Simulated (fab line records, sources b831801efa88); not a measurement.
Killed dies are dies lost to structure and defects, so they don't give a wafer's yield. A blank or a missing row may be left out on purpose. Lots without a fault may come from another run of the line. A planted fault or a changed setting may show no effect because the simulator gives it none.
Split-lot experiment | flow sfq_line | 5 lots, 23 wafers read, on a route of 325 steps

THE SPLIT
At SFQ_TRILAYER_I0_VIA_LITHO_EXPOSE_032 (exposes mask I0, target cd 500 nm), the setting dose_mj was moved away from the recipe's 21.3 on 6 of the 23 wafers read, by +2.7% to +4.3%. The other wafers ran this setting at the recipe's value.

FROM THE SPLIT TO THE READING: what the file shows between them, 2 steps
- SFQ_TRILAYER_I0_VIA_LITHO_PEB_034: peb time 60 s
- SFQ_TRILAYER_I0_VIA_LITHO_DEVELOP_033: time 60 s

THE READING
I0.cd_nm (the simulator's own value, which no gauge read), in nm, at SFQ_TRILAYER_I0_VIA_BARC_OPEN_VIA_ETCH_046 (etches BARC in O2, target depth 125 nm, time 43.03 s). The file gives no usual value for it. The 17 wafers here that ran the recipe average 500.4 nm, standard deviation 1.6 nm.

wafer  | tool, chamber at the split | dose_mj as run | against the recipe | I0.cd_nm, nm | against lot-mates on the recipe
L076.1 | krf_scanner-02, 0          | 21.3           | recipe             | 499.1        | -
L076.2 | krf_scanner-02, 0          | 21.3           | recipe             | 497.1        | -
L076.3 | krf_scanner-02, 0          | 22.21          | +4.3%              | 505.7        | +7.8
L076.5 | krf_scanner-02, 0          | 21.3           | recipe             | 497.4        | -
L076.6 | krf_scanner-02, 0          | 22.21          | +4.3%              | 503.7        | +5.8
L081.2 | krf_scanner-01, 0          | 21.3           | recipe             | 499.8        | -
L081.3 | krf_scanner-01, 0          | 21.3           | recipe             | 501.2        | -
L081.6 | krf_scanner-01, 0          | 21.3           | recipe             | 500.2        | -
L082.1 | krf_scanner-01, 0          | 22.03          | +3.4%              | 507.9        | +5.7
L082.2 | krf_scanner-01, 0          | 21.3           | recipe             | 501.5        | -
L082.3 | krf_scanner-01, 0          | 22.03          | +3.4%              | 507.9        | +5.7
L082.5 | krf_scanner-01, 0          | 21.3           | recipe             | 503          | -
L082.6 | krf_scanner-01, 0          | 21.3           | recipe             | 502.2        | -
L083.1 | krf_scanner-02, 0          | 21.3           | recipe             | 500.3        | -
L083.2 | krf_scanner-02, 0          | 21.3           | recipe             | 500.5        | -
L083.3 | krf_scanner-02, 0          | 21.3           | recipe             | 500.9        | -
L083.5 | krf_scanner-02, 0          | 21.3           | recipe             | 501.2        | -
L083.6 | krf_scanner-02, 0          | 21.3           | recipe             | 502.5        | -
L084.1 | krf_scanner-02, 0          | 21.88          | +2.7%              | 503.7        | +3.8
L084.2 | krf_scanner-02, 0          | 21.88          | +2.7%              | 502.8        | +2.9
L084.3 | krf_scanner-02, 0          | 21.3           | recipe             | 499.5        | -
L084.4 | krf_scanner-02, 0          | 21.3           | recipe             | 499.4        | -
L084.6 | krf_scanner-02, 0          | 21.3           | recipe             | 500.9        | -

THE FIT
A straight line over all 23 wafers: I0.cd_nm changes by +1.38 nm for each +1% of dose_mj; r = +0.79; the points scatter about the line by 1.8 nm.
The same after taking each lot's own level away (the mean of its wafers on the recipe; 23 wafers): +1.55 nm for each +1%; r = +0.95; scatter 0.79 nm.
On that fit, the largest move of dose_mj shifts the reading by 6.6 nm.
The lots' own levels span 497.87 to 502.23 nm, that is 2.8 times the standard deviation above.
So the lot-to-lot level blurs the effect unless lot-mates are compared.
Check: with one of the wafers moved furthest among these (+4.3%) left out of the fit, the line predicts +6.18 nm for it against its lot-mates. It came out at +7.83 nm against them.

OTHER SPLITS ON THESE WAFERS
These wafers also went through other splits before the reading. Each is held against what the fit with the lots' levels taken away leaves over:
other split on the same wafers               | wafers away from the commonest value | r with I0.cd_nm (lot level and that fit taken away)
SFQ_TRILAYER_L0_LITHO_COAT_005 resist_thk_nm | 4                                    | +0.33
SFQ_TRILAYER_L0_VIA_LITHO_COAT_018 spin_rpm  | 5                                    | -0.36
SFQ_TRILAYER_L0_VIA_LITHO_PEB_016 peb_time_s | 11                                   | -0.09
SFQ_TRILAYER_M0_DEP_SPUTTER_019 time_s       | 9                                    | -0.09
SFQ_TRILAYER_M0_LITHO_COAT_021 spin_rpm      | 11                                   | -0.03
SFQ_TRILAYER_M0_ETCH_METAL_ETCH_024 icp_w    | 6                                    | +0.16
SFQ_TRILAYER_I0_VIA_LITHO_COAT_036 spin_rpm  | 5                                    | -0.36

THE FILE'S OWN FIT
I0.cd_nm changes by +1.54 nm for each +1% of dose_mj, r = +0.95.
